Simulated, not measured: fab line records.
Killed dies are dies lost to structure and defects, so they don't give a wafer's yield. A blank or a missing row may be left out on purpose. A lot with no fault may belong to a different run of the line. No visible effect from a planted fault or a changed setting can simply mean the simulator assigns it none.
Which of the tools did it? | flow sky130 | Sampling: 24 lots, 72 wafers, 5 of 708 route steps

## WHAT THE GAUGES READ, wafer by wafer
SKY_VIA2_RS_MEAS_22: the measuring method here is four-point-probe. Usual: VIA2_W_RS typically reads 0.2736 ohm/sq, with standard deviation 0.0023.
lot  | measured     | on            | VIA2_W_RS (ohm/sq)   | flag
L074 | day 36 16:53 | film_metro-04 | 0.2718 0.2776 0.2760 |
L075 | day 36 17:13 | film_metro-03 | 0.2733 0.2729 0.2742 |
L076 | day 37 01:58 | film_metro-01 | 0.2735 0.2741 0.2714 |
L077 | day 37 03:17 | film_metro-01 | 0.2725 0.2727 0.2765 |
L078 | day 37 21:30 | film_metro-01 | 0.2718 0.2716 0.2742 |
L079 | day 37 22:36 | film_metro-01 | 0.2719 0.2694 0.2748 |
L081 | day 38 10:17 | film_metro-04 | 0.2719 0.2743 0.2777 |
L080 | day 38 12:03 | film_metro-03 | 0.2748 0.2716 0.2702 |
L082 | day 38 21:29 | film_metro-03 | 0.2718 0.2728 0.2749 |
L083 | day 38 22:58 | film_metro-01 | 0.2750 0.2741 0.2739 |
L084 | day 39 01:14 | film_metro-01 | 0.2731 0.2721 0.2710 |
L088 | day 40 07:29 | film_metro-01 | 0.2737 0.2729 0.2699 |
L087 | day 40 10:16 | film_metro-04 | 0.2750 0.2738 0.2708 |
L085 | day 40 12:17 | film_metro-03 | 0.2745 0.2717 0.2719 |
L086 | day 40 12:37 | film_metro-01 | 0.2731 0.2728 0.2741 |
L089 | day 41 00:30 | film_metro-01 | 0.2740 0.2750 0.2749 |
L090 | day 41 06:26 | film_metro-03 | 0.2739 0.2728 0.2754 |
L091 | day 41 16:14 | film_metro-01 | 0.2769 0.2781 0.2776 |
L092 | day 41 20:57 | film_metro-01 | 0.2759 0.2717 0.2713 |
L093 | day 41 21:11 | film_metro-04 | 0.2743 0.2719 0.2737 |
L094 | day 42 02:12 | film_metro-01 | 0.2760 0.2769 0.2795 |
L095 | day 42 15:31 | film_metro-04 | 0.2718 0.2750 0.2762 |
L096 | day 42 23:18 | film_metro-04 | 0.2706 0.2700 0.2699 |
L097 | day 43 01:49 | film_metro-03 | 0.2732 0.2713 0.2707 |

SKY_CAPM_RS_MEAS_03: the measuring method here is four-point-probe. Usual: CAPM_TIN_RS typically reads 6.93 ohm/sq, with standard deviation 0.067.
lot  | measured     | on            | CAPM_TIN_RS (ohm/sq) | flag
L074 | day 36 17:43 | film_metro-01 | 6.99 7.01 7.04       |
L075 | day 36 18:03 | film_metro-01 | 7.01 6.96 7.02       |
L076 | day 37 02:49 | film_metro-01 | 6.93 6.97 6.91       |
L077 | day 37 04:07 | film_metro-01 | 6.95 6.97 6.92       |
L078 | day 37 22:20 | film_metro-02 | 6.95 6.99 7.04       |
L079 | day 37 23:25 | film_metro-02 | 6.84 6.84 6.84       |
L081 | day 38 11:08 | film_metro-02 | 6.87 6.81 6.74       |
L080 | day 38 12:53 | film_metro-01 | 7.01 7.04 7.02       |
L082 | day 38 22:19 | film_metro-02 | 6.93 6.93 6.90       |
L083 | day 38 23:47 | film_metro-02 | 6.80 6.83 6.87       |
L084 | day 39 02:03 | film_metro-01 | 6.89 6.83 6.89       |
L088 | day 40 08:19 | film_metro-01 | 6.97 7.01 6.97       |
L087 | day 40 11:05 | film_metro-03 | 6.88 6.91 6.94       |
L085 | day 40 13:11 | film_metro-01 | 6.84 6.82 6.92       |
L086 | day 40 13:33 | film_metro-01 | 7.01 6.96 6.96       |
L089 | day 41 01:26 | film_metro-03 | 6.88 6.90 6.85       |
L090 | day 41 07:16 | film_metro-02 | 6.92 6.92 6.93       |
L091 | day 41 17:04 | film_metro-01 | 6.95 6.92 6.98       |
L092 | day 41 21:46 | film_metro-03 | 6.91 6.91 6.94       |
L093 | day 41 22:01 | film_metro-02 | 6.87 6.94 6.83       |
L094 | day 42 03:01 | film_metro-01 | 6.94 7.04 7.03       |
L095 | day 42 16:21 | film_metro-03 | 6.99 6.99 7.06       |
L096 | day 43 00:08 | film_metro-03 | 6.96 6.95 6.96       |
L097 | day 43 02:38 | film_metro-01 | 6.83 6.89 6.86       |

SKY_VIA3_OVL_MEAS_13. Usual: VIA3_OVL typically reads -2 nm, with standard deviation 5.9.
lot  | measured     | on         | VIA3_OVL (nm) | flag
L074 | day 39 23:33 | overlay-01 | 6 6 1         |
L075 | day 39 23:53 | overlay-01 | -7 -15 -2     |
L076 | day 40 09:53 | overlay-01 | 2 11 -2       |
L077 | day 40 10:11 | overlay-01 | -7 -5 -8      |
L078 | day 41 02:20 | overlay-01 | -2 -12 -10    |
L079 | day 41 03:45 | overlay-02 | 0 1 7         |
L081 | day 41 15:35 | overlay-01 | 9 4 -2        |
L080 | day 41 15:53 | overlay-01 | -2 7 -2       |
L082 | day 42 00:46 | overlay-01 | 8 2 0         |
L083 | day 42 03:10 | overlay-01 | -10 -6 -5     |
L084 | day 42 04:57 | overlay-02 | -7 -11 -11    |
L088 | day 43 08:47 | overlay-02 | -9 -13 -9     |
L087 | day 43 12:14 | overlay-02 | -6 -5 -3      |
L085 | day 43 13:06 | overlay-02 | 0 -1 0        |
L086 | day 43 14:16 | overlay-02 | -6 -8 -6      |
L089 | day 44 01:29 | overlay-02 | 8 2 3         |
L090 | day 44 06:51 | overlay-02 | -10 -12 -5    |
L091 | day 44 15:54 | overlay-01 | 0 8 4         |
L092 | day 44 20:59 | overlay-01 | 4 -3 0        |
L093 | day 44 21:23 | overlay-02 | 5 -4 -7       |
L094 | day 44 23:17 | overlay-01 | -1 -2 -3      |
L095 | day 45 12:59 | overlay-02 | 7 2 8         |
L096 | day 45 21:09 | overlay-02 | -6 -3 -11     |
L097 | day 45 23:39 | overlay-01 | -1 -3 4       |

## WHAT TOOL EACH LOT RAN ON (gives the tool, then ch and the chambers of the sampled wafers, and finally the start)
lot  | SKY_CAPM_CVD_00                 | SKY_CAPM_SPUTTER_02
L074 | pecvd-03 ch 0,1, day 36 17:29   | pvd_sputter-02, day 36 17:34
L075 | pecvd-04 ch 0,2, day 36 17:50   | pvd_sputter-04, day 36 17:55
L076 | pecvd-01 ch 0,2, day 37 02:37   | pvd_sputter-02, day 37 02:43
L077 | pecvd-04 ch 1,2, day 37 03:54   | pvd_sputter-02, day 37 03:59
L078 | pecvd-01 ch 0,1,2, day 37 22:08 | pvd_sputter-04, day 37 22:13
L079 | pecvd-04 ch 0,2, day 37 23:14   | pvd_sputter-02, day 37 23:19
L081 | pecvd-04 ch 1,2, day 38 10:56   | pvd_sputter-02, day 38 11:02
L080 | pecvd-03 ch 0,1, day 38 12:42   | pvd_sputter-02, day 38 12:47
L082 | pecvd-01 ch 1,2, day 38 22:05   | pvd_sputter-02, day 38 22:10
L083 | pecvd-04 ch 0,2, day 38 23:33   | pvd_sputter-02, day 38 23:38
L084 | pecvd-01 ch 0,1,2, day 39 01:52 | pvd_sputter-02, day 39 01:56
L088 | pecvd-04 ch 0,1, day 40 08:06   | pvd_sputter-04, day 40 08:11
L087 | pecvd-03 ch 0,2, day 40 10:53   | pvd_sputter-04, day 40 10:59
L085 | pecvd-01 ch 0,2, day 40 13:00   | pvd_sputter-03, day 40 13:05
L086 | pecvd-03 ch 0,1,2, day 40 13:19 | pvd_sputter-04, day 40 13:23
L089 | pecvd-04 ch 1,2, day 41 01:08   | pvd_sputter-02, day 41 01:13
L090 | pecvd-03 ch 0,1, day 41 07:04   | pvd_sputter-02, day 41 07:08
L091 | pecvd-03 ch 1,2, day 41 16:51   | pvd_sputter-04, day 41 16:56
L092 | pecvd-03 ch 0,1, day 41 21:35   | pvd_sputter-02, day 41 21:40
L093 | pecvd-04 ch 0,1,2, day 41 21:49 | pvd_sputter-04, day 41 21:54
L094 | pecvd-01 ch 0,2, day 42 02:50   | pvd_sputter-02, day 42 02:55
L095 | pecvd-04 ch 0,1,2, day 42 16:10 | pvd_sputter-04, day 42 16:14
L096 | pecvd-03 ch 1,2, day 42 23:54   | pvd_sputter-02, day 42 23:59
L097 | pecvd-04 ch 0,2, day 43 02:25   | pvd_sputter-03, day 43 02:30
- SKY_CAPM_CVD_00: deposits SiO2, target thk 15.5 nm.
- SKY_CAPM_SPUTTER_02: material TiN, target thk 200 nm, time 166.7 s.

## AS READ BY THE TOOLS THEMSELVES (means over the sampled wafers that have a number; for cases with no such wafer, the mark the record gives instead)
SKY_CAPM_CVD_00. Usual: heater_power_w 753 W, standard deviation 95.
lot  | tool     | heater_power_w (W) | flag
L074 | pecvd-03 | 800                |
L075 | pecvd-04 | 825                |
L076 | pecvd-01 | 735                |
L077 | pecvd-04 | 835                |
L078 | pecvd-01 | 707                |
L079 | pecvd-04 | 703                |
L081 | pecvd-04 | 857                |
L080 | pecvd-03 | 758                |
L082 | pecvd-01 | 746                |
L083 | pecvd-04 | 702                |
L084 | pecvd-01 | 717                |
L088 | pecvd-04 | 705                |
L087 | pecvd-03 | 702                |
L085 | pecvd-01 | 718                |
L086 | pecvd-03 | 758                |
L089 | pecvd-04 | 866                |
L090 | pecvd-03 | 710                |
L091 | pecvd-03 | 713                |
L092 | pecvd-03 | 823                |
L093 | pecvd-04 | 760                |
L094 | pecvd-01 | 646                |
L095 | pecvd-04 | 808                |
L096 | pecvd-03 | 771                |
L097 | pecvd-04 | 812                |

SKY_CAPM_SPUTTER_02. Usual: cathode_dc_power_W 6500.0 W, standard deviation 1.2; chamber_pressure_pa 0.4001 Pa, standard deviation 0.00084; throttle_valve_pct 29.7 %, standard deviation 0.84.
lot  | tool           | cathode_dc_power_W (W) | chamber_pressure_pa (Pa) | throttle_valve_pct (%) | flag
L074 | pvd_sputter-02 | 6499.9                 | 0.4011                   | 29.6                   |
L075 | pvd_sputter-04 | 6500.5                 | 0.3998                   | 30.7                   |
L076 | pvd_sputter-02 | 6500.2                 | 0.3996                   | 29.1                   |
L077 | pvd_sputter-02 | 6499.7                 | 0.3997                   | 29.7                   |
L078 | pvd_sputter-04 | 6499.8                 | 0.4005                   | 29.7                   |
L079 | pvd_sputter-02 | 6499.2                 | 0.3992                   | 29.7                   |
L081 | pvd_sputter-02 | 6500.7                 | 0.4000                   | 28.8                   |
L080 | pvd_sputter-02 | 6499.3                 | 0.4005                   | 29.8                   |
L082 | pvd_sputter-02 | 6499.1                 | 0.4002                   | 29.8                   |
L083 | pvd_sputter-02 | 6499.5                 | 0.4001                   | 29.6                   |
L084 | pvd_sputter-02 | 6501.1                 | 0.3999                   | 29.1                   |
L088 | pvd_sputter-04 | 6501.1                 | 0.4009                   | 30.7                   |
L087 | pvd_sputter-04 | 6501.3                 | 0.4006                   | 30.3                   |
L085 | pvd_sputter-03 | 6499.7                 | 0.4004                   | 30.3                   |
L086 | pvd_sputter-04 | 6499.4                 | 0.4004                   | 29.6                   |
L089 | pvd_sputter-02 | 6499.9                 | 0.3997                   | 29.8                   |
L090 | pvd_sputter-02 | 6499.5                 | 0.4013                   | 29.5                   |
L091 | pvd_sputter-04 | 6500.0                 | 0.3997                   | 30.6                   |
L092 | pvd_sputter-02 | 6499.2                 | 0.3998                   | 29.8                   |
L093 | pvd_sputter-04 | 6499.9                 | 0.3993                   | 30.2                   |
L094 | pvd_sputter-02 | 6499.7                 | 0.4000                   | 29.0                   |
L095 | pvd_sputter-04 | 6499.8                 | 0.4010                   | 29.8                   |
L096 | pvd_sputter-02 | 6499.4                 | 0.4011                   | 29.4                   |
L097 | pvd_sputter-03 | 6500.6                 | 0.4005                   | 30.2                   |

## THE ANSWER, worked out from the rows above alone
Rule: a lot is off if the mean of its wafers that have a number lies more than 3 standard deviations from the usual mean. Also off: a lot with no number at a reading for which 4 or more lots have one. Any other lot the step has rows for is counted as sound. The gauges are gone through in route order, then the tools' own readings, and for those a lot's mean is taken as printed above. The first step at which some lot is off is used, and at that step the reading that is off furthest; a lot without a number counts as furthest.
Nothing can be told from this: no lot is off at any reading shown.

## WHAT HAD BEEN PUT IN BY THE SIMULATOR
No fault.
